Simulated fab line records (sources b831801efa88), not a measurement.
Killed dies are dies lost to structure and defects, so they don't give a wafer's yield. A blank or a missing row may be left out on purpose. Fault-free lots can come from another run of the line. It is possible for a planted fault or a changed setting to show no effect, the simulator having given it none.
What tool caused it? / flow sky130 / 21 wafers sampled from 7 lots at 1 step of a route of 708

WHAT THE GAUGES SHOWED, per wafer
SKY_POLY_GATE_CD_MEAS_22.
lot=L501; measured=day 18 12:13; on=cd sem-02; cd nm (nm)=147.4 148.1 147.9
lot=L504; measured=day 19 00:13; on=cd sem-01; cd nm (nm)=148.6 148.0 150.4
lot=L505; measured=day 19 10:49; on=cd sem-01; cd nm (nm)=155.6 150.0 152.7
lot=L508; measured=day 20 17:22; on=cd sem-02; cd nm (nm)=149.7 151.9 147.1
lot=L511; measured=day 21 13:35; on=cd sem-01; cd nm (nm)=145.9 148.0 147.5
lot=L516; measured=day 23 10:58; on=cd sem-02; cd nm (nm)=146.2 146.8 146.2
lot=L521; measured=day 24 20:26; on=cd sem-02; cd nm (nm)=149.7 147.8 149.3

TOOL THAT RAN EACH LOT (tool first, then ch and the chambers of the sampled wafers, then the start)
The record shows no process step preceding these readings.

THE ANSWER, worked out from the rows above alone
Rule: the lots themselves supply what counts as usual. The widest of any qualifying gaps counts: lots, ordered by their means at a reading, are off when they make up no more than a third of the lots, leave a main group of 4 or more, and stand apart from it by 3 or more times the standard deviation of that group's means. If all means in a main group match to the digits the tables above print for the reading, that group is not used. A lot without any number at a reading at which 4 lots or more have one is off too. All remaining lots with rows at the step are treated as sound.
No lot is off on any of the readings shown, so nothing can be concluded from this.

WHAT HAD BEEN PUT IN BY THE SIMULATOR
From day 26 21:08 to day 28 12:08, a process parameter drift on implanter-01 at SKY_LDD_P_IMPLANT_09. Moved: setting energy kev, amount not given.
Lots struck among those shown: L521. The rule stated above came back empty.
